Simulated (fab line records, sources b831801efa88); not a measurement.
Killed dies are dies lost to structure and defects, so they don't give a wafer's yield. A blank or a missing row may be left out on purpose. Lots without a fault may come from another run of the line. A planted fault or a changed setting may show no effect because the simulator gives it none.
Tool commonality check | flow gf180mcu | 12 lots, 36 wafers sampled

WHY IT WAS OPENED
At GF_CONTACT_THK_MEAS_01 the reading CONTACT_CVD_00_THK is flagged on 2 of 12 lots. Wafers without a fault read 299 nm, standard deviation 3.8.
Rule: a lot is flagged when every wafer of it that has a number lies more than 4 standard deviations from that mean, or none has a number. The other lots count as sound.

lot  | measured     | on            | CONTACT_CVD_00_THK (nm), wafer by wafer | flag
L633 | day 15 11:05 | film_metro-02 | 295 292 304                             |
L635 | day 15 18:40 | film_metro-01 | 301 305 304                             |
L636 | day 16 03:40 | film_metro-01 | 296 291 293                             |
L639 | day 17 10:47 | film_metro-02 | 297 295 298                             |
L641 | day 17 20:11 | film_metro-02 | 297 302 299                             |
L642 | day 18 10:17 | film_metro-01 | 297 307 296                             |
L643 | day 18 18:35 | film_metro-02 | 299 299 300                             |
L647 | day 20 13:17 | film_metro-02 | 296 301 301                             |
L649 | day 21 02:11 | film_metro-02 | 294 297 293                             |
L650 | day 21 07:55 | film_metro-02 | 307 301 309                             |
L655 | day 23 06:26 | film_metro-01 | 148 148 147                             | FLAGGED
L656 | day 23 08:11 | film_metro-01 | 149 149 148                             | FLAGGED
The numbers of the flagged lots are 148 nm on average: -151 nm against the usual, or -40 standard deviations.

WHICH TOOL RAN EACH LOT
The record holds 3 process steps before the reading, out of a route of 602 steps. In each cell: the tool, then ch and the chambers that the sampled wafers went through, then the start.
lot  | flag    | GF_PSD_RTA_13                    | GF_SALICIDE_RTA_06               | GF_CONTACT_CVD_00
L633 |         | rtp_anneal-01 ch 0, day 14 12:41 | rtp_anneal-01 ch 0, day 15 10:46 | hdpcvd-01 ch 0,1,2, day 15 11:02
L635 |         | rtp_anneal-01 ch 0, day 14 20:08 | rtp_anneal-02 ch 0, day 15 18:19 | hdpcvd-02 ch 1,2, day 15 18:37
L636 |         | rtp_anneal-01 ch 0, day 15 04:42 | rtp_anneal-02 ch 0, day 16 03:19 | hdpcvd-01 ch 0,1,2, day 16 03:37
L639 |         | rtp_anneal-02 ch 0, day 16 10:56 | rtp_anneal-02 ch 0, day 17 10:26 | hdpcvd-01 ch 0,1,2, day 17 10:44
L641 |         | rtp_anneal-01 ch 0, day 16 19:56 | rtp_anneal-02 ch 0, day 17 19:51 | hdpcvd-02 ch 0,1, day 17 20:08
L642 |         | rtp_anneal-01 ch 0, day 17 10:06 | rtp_anneal-02 ch 0, day 18 09:57 | hdpcvd-01 ch 0,1,2, day 18 10:14
L643 |         | rtp_anneal-02 ch 0, day 17 17:29 | rtp_anneal-02 ch 0, day 18 18:11 | hdpcvd-01 ch 0,2, day 18 18:32
L647 |         | rtp_anneal-02 ch 0, day 19 12:29 | rtp_anneal-01 ch 0, day 20 12:56 | hdpcvd-02 ch 0,1,2, day 20 13:14
L649 |         | rtp_anneal-01 ch 0, day 20 01:17 | rtp_anneal-02 ch 0, day 21 01:50 | hdpcvd-01 ch 0,1, day 21 02:08
L650 |         | rtp_anneal-01 ch 0, day 20 07:02 | rtp_anneal-01 ch 0, day 21 07:29 | hdpcvd-02 ch 1,2, day 21 07:52
L655 | FLAGGED | rtp_anneal-02 ch 0, day 22 05:56 | rtp_anneal-01 ch 0, day 23 06:05 | hdpcvd-01 ch 0,1,2, day 23 06:23
L656 | FLAGGED | rtp_anneal-01 ch 0, day 22 08:21 | rtp_anneal-02 ch 0, day 23 07:52 | hdpcvd-01 ch 1,2, day 23 08:08
What these steps do:
- GF_PSD_RTA_13: time 20 s.
- GF_SALICIDE_RTA_06: time 30 s.
- GF_CONTACT_CVD_00: deposits SiO2, target thk 300 nm, time 50 s.
- GF_CONTACT_THK_MEAS_01

FLAGGED OVER TOTAL, TOOL BY TOOL (the gauges that took the reading come last)
step                   | tool          | lots run | flagged | share of the flagged lots | sound lots run after its first flagged lot
GF_PSD_RTA_13          | rtp_anneal-01 | 8        | 1       | some                      | 0
GF_PSD_RTA_13          | rtp_anneal-02 | 4        | 1       | some                      | 0
GF_SALICIDE_RTA_06     | rtp_anneal-01 | 4        | 1       | some                      | 0
GF_SALICIDE_RTA_06     | rtp_anneal-02 | 8        | 1       | some                      | 0
GF_CONTACT_CVD_00      | hdpcvd-01     | 8        | 2       | all                       | 0
GF_CONTACT_CVD_00      | hdpcvd-02     | 4        | 0       | none                      | -
GF_CONTACT_THK_MEAS_01 | film_metro-01 | 5        | 2       | all                       | 0
GF_CONTACT_THK_MEAS_01 | film_metro-02 | 7        | 0       | none                      | -

WHAT THE TABLE ALLOWS
2 rows of the table ran every flagged lot: hdpcvd-01 at GF_CONTACT_CVD_00, film_metro-01 at GF_CONTACT_THK_MEAS_01.
- hdpcvd-01 at GF_CONTACT_CVD_00: 2 of its 8 lots flagged. Its last sound lot is L649 (day 21 02:08), its first flagged lot L655 (day 23 06:23): a fault that began between those two fits. Its own readings lie more than 4 standard deviations out on every wafer of the flagged lots: sih4_flow_sccm.
- film_metro-01 at GF_CONTACT_THK_MEAS_01: 2 of its 5 lots flagged. Its last sound lot is L642 (day 18 10:17), its first flagged lot L655 (day 23 06:26): a fault that began between those two fits.
Counting lots can't tell these 2 tools apart, because each fits a fault that began at some hour. More lots, or a look at what each step does to the wafer, might.

WHAT THE SIMULATOR HAD PUT IN
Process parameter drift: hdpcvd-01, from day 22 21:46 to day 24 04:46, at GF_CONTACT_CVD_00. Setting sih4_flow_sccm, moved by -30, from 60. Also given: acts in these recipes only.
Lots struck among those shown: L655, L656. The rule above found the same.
